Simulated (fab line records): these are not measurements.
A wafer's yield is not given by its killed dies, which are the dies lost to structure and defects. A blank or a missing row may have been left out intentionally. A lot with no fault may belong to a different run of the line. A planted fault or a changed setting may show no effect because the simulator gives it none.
8D (eight disciplines) problem report, filled in by code :: flow gf180mcu :: the parts of the form that need people (team, actions taken, sign-off) are left out

1. WHAT IS WRONG
Wafers free of any fault read 1219 (standard deviation 7.9) for VT_IMPLANT_2_TW at GF_VT_IMPLANT_TW_MEAS_21, against a mean of 1091 on 6 wafers of 2 lots. That is -16 standard deviations from the usual mean.
Earliest sighting: wafer L510.1 on film_metro-02 at day 8 03:17. The record has a number at this step for 42 wafers belonging to 14 lots. Rule for "out" (also "out of limits"): further than 4 standard deviations from the usual mean. The other wafers with a number count as sound.

2. WHAT IT IS, WHAT IT ISN'T
question: which readings at this step
is: VT_IMPLANT_2_TW
is not: -

question: which lots
is: L510, L513
is not: L504, L505, L506, L508, L509, L511, L519, L520, L521, L524, L525, L526

question: which wafers of those lots
is: all that have a number
is not: -

question: read on which gauges
is: film_metro-02, film_metro-04
is not: film_metro-01

question: when
is: from day 8 03:17
is not: up to then (15 sound wafers); but 21 sound wafers of L511, L519, L520, L521, L524, L525, L526 came after

3. WHAT RULES OUT EACH SUSPECT
Counting: any tool at a process step up to the reading is kept as a suspect provided that every lot that is out went through it and no sound lot did after the first of them.
- the gauge at GF_VT_IMPLANT_TW_MEAS_21 has been ruled out. Those wafers that are out were read across 2 gauges (film_metro-02, film_metro-04).
- implanter-02 at GF_VT_IMPLANT_IMPLANT_19: ruled out as a lasting fault. After its first lot that is out, L510 (day 8 03:02), sound lots L524, L525 ran on it.
Left after counting: nothing in the record.

4. THE CAUSE (what the simulator had put in)
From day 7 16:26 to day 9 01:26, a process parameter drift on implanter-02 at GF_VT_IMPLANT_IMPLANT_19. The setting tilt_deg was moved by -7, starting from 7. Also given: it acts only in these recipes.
It was ruled out by counting, in error; the rule expects a fault to strike all lots run on its tool from its start on, and this fault did not.

5. SEQUENCE OF EFFECTS, ordered by route
Rows list readings where the struck wafers' mean (over those with a number) sits beyond 3 standard deviations from the usual. Readings are gone through only where the record gives a usual standard deviation; hours: the median, over the lots, of the time from a lot's start at the first step in this table giving one to that lot's start at this step; sigmas: the change measured in usual standard deviations.
hours: 0
step: GF_VT_IMPLANT_IMPLANT_19
reading: tilt_deg
usual: 6.997 degrees
on struck wafers: -0.010
change: -7.007
sigmas: -99 or more

hours: 0
step: GF_VT_IMPLANT_TW_MEAS_21
reading: VT_IMPLANT_2_TW
usual: 1219
on struck wafers: 1091
change: -128
sigmas: -16
The process steps in it:
- GF_VT_IMPLANT_IMPLANT_19
Later steps that measure or inspect, where all struck wafers having a row at the step show a number for every such reading and not one has moved that far: GF_VT_IMPLANT_OVL_MEAS_40.

6. WHAT WOULD HAVE CAUGHT IT SOONER
11 hours passed between the start of the fault at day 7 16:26 and the first reading out of limits at a measuring or inspecting step in this record, taken at day 8 03:17.
At GF_VT_IMPLANT_IMPLANT_19, the tool's own readings (tilt_deg) were out on each struck wafer the step has a row for, so an alarm limit on them would have fired on the first such wafer.
